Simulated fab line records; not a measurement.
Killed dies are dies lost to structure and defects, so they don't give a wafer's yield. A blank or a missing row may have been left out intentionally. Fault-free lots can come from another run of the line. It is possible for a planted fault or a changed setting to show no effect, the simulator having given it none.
Which tool did it?	flow gf180mcu	12 lots, 36 wafers sampled, at 2 steps of a route of 602

## WHAT EACH GAUGE READ, for each wafer
GF_TOP_METAL_OVL_MEAS_15. Usual: TOP_METAL_OVL typically reads 1.5 nm, with standard deviation 1.3.
lot	measured	on	TOP_METAL_OVL (nm)	flag
L710	day 28 04:02	overlay-02	1.0 3.3 2.9	
L711	day 28 15:25	overlay-01	2.1 1.6 0.4	
L712	day 28 16:02	overlay-02	2.5 3.6 2.8	
L714	day 29 09:11	overlay-02	0.6 0.7 2.7	
L715	day 29 15:14	overlay-02	1.4 0.9 1.9	
L721	day 31 09:05	overlay-01	0.2 -0.3 1.6	
L724	day 32 04:58	overlay-01	1.9 3.3 0.3	
L725	day 32 09:59	overlay-02	1.9 2.3 0.2	
L729	day 33 12:56	overlay-02	4.1 3.0 4.4	
L730	day 33 17:00	overlay-01	2.5 2.0 2.0	
L732	day 34 02:44	overlay-02	3.2 1.9 1.1	
L733	day 34 09:11	overlay-02	2.0 2.9 2.6	

## WHAT TOOL EACH LOT RAN ON (gives the tool, then ch and the chambers of the sampled wafers, and finally the start)
lot	GF_M3_METAL_ETCH_16
L710	rie-metal-04 ch 0,1, day 21 09:35
L711	rie-metal-04 ch 0,1, day 21 20:11
L712	rie-metal-04 ch 0,1, day 22 00:04
L714	rie-metal-01 ch 0,1, day 22 20:29
L715	rie-metal-02 ch 0,1, day 23 04:26
L721	rie-metal-04 ch 0,1, day 25 07:57
L724	rie-metal-01 ch 0,1, day 26 07:26
L725	rie-metal-02 ch 0,1, day 26 12:28
L729	rie-metal-01 ch 0,1, day 27 22:00
L730	rie-metal-02 ch 0,1, day 28 02:43
L732	rie-metal-02 ch 1, day 28 17:40
L733	rie-metal-04 ch 0,1, day 29 00:40
- GF_M3_METAL_ETCH_16: etches the open film in Cl2/BCl3, stops on SiO2, target depth 627.5 nm, time 104.6 s.

## WHAT THE TOOLS THEMSELVES READ (means of the sampled wafers that have a number; where no wafer has one, the mark that the record gives instead)
GF_M3_METAL_ETCH_16. Usual: drypump-motor-current-A 5.92 A, standard deviation 0.27; oes-product-au 0.972 a.u., standard deviation 0.0068; rf-fwd-power-W 796.5 W, standard deviation 2.6; throttle-valve-pct 28.249 %, standard deviation 0.01.
lot	tool	drypump-motor-current-A (A)	oes-product-au (a.u.)	rf-fwd-power-W (W)	throttle-valve-pct (%)	flag
L710	rie-metal-04	5.93	0.970	794.1	28.248	
L711	rie-metal-04	5.92	0.967	796.2	28.263	
L712	rie-metal-04	5.92	0.969	797.0	28.243	
L714	rie-metal-01	5.86	0.966	796.5	28.251	
L715	rie-metal-02	5.90	0.976	796.5	28.237	
L721	rie-metal-04	5.91	0.969	795.6	28.251	
L724	rie-metal-01	6.19	0.978	793.9	28.249	
L725	rie-metal-02	5.90	0.968	797.3	28.257	
L729	rie-metal-01	6.17	0.969	794.7	28.258	
L730	rie-metal-02	5.79	0.968	797.3	28.257	
L732	rie-metal-02	6.02	0.964	797.0	28.260	
L733	rie-metal-04	5.92	0.971	796.3	28.249	

## THE ANSWER, worked out from the rows above alone
Rule: a lot is off if the mean of its wafers that have a number lies more than 3 standard deviations from the usual mean. A lot without any number at a reading at which 4 lots or more have one is off too. Where the step has rows for the other lots, those lots are counted as sound. After the gauges, taken in route order, come the tools' own readings; for these a lot's mean is taken, as printed above. At the first step where some lot is off, the reading lying furthest off is the one used; lots without a number count as furthest.
None of the lots is off at any reading shown; this tells nothing.

## WHAT THE SIMULATOR PUT IN
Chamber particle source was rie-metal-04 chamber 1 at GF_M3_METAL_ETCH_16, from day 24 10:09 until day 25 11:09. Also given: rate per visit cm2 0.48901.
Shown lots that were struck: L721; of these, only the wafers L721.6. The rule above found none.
